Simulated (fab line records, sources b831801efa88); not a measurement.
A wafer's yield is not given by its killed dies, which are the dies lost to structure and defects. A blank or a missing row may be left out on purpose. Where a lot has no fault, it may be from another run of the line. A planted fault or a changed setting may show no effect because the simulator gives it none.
Which of the tools did it? ; flow sky130 ; 17 wafers from 6 lots sampled at 2 of the route's 708 steps

== WHAT THE GAUGES READ, wafer by wafer ==
SKY_SONOS_ONO_CD_MEAS_13: the cd target is 410 nm.
lot;measured;on;cdNm (nm)
L595;day 14 04:17;cdSem-02;409.2 410.4 409.1
L597;day 14 04:41;cdSem-02;409.7 410.3 411.0
L599;day 15 01:38;cdSem-02;412.1 410.0 410.2
L603;day 16 08:20;cdSem-01;396.7 410.3
L611;day 19 08:04;cdSem-02;408.6 408.8 409.8
L613;day 19 11:41;cdSem-01;411.4 414.8 413.8

== TOOL THAT RAN EACH LOT (tool first, then ch and the chambers of the sampled wafers, then the start) ==
lot;SKY_SONOS_ONO_EXPOSE_10
L595;ilineStepper-01 ch 0, day 13 14:53
L597;ilineStepper-01 ch 0, day 13 15:24
L599;ilineStepper-01 ch 0, day 14 12:57
L603;ilineStepper-01 ch 0, day 15 18:20
L611;ilineStepper-02 ch 0, day 18 16:11
L613;ilineStepper-01 ch 0, day 18 20:08
- SKY_SONOS_ONO_EXPOSE_10: exposes mask ONOM, target cd 410 nm.

== THE ANSWER, worked out from the rows above alone ==
Rule: the usual values come from the lots themselves. The widest of any qualifying gaps counts: lots, ordered by their means at a reading, are off when they make up no more than a third of the lots, leave a main group of 4 or more, and stand apart from it by 3 or more times the standard deviation of that group's means. Not used: any main group whose means are identical at the precision the tables above print for the reading. A lot without any number at a reading at which 4 lots or more have one is off too. The other lots that the step has rows for count as sound.
Off: L603 (SKY_SONOS_ONO_CD_MEAS_13, cdNm). Mean 410.6 nm and standard deviation 1.5 in the main group.
A tool fits if, at a process step before that reading, it ran every lot that is off, and no sound lot after the first of them. The gauges at SKY_SONOS_ONO_CD_MEAS_13 are tried like those tools. Of those tried, none fits.

== WHAT THE SIMULATOR HAD INSERTED ==
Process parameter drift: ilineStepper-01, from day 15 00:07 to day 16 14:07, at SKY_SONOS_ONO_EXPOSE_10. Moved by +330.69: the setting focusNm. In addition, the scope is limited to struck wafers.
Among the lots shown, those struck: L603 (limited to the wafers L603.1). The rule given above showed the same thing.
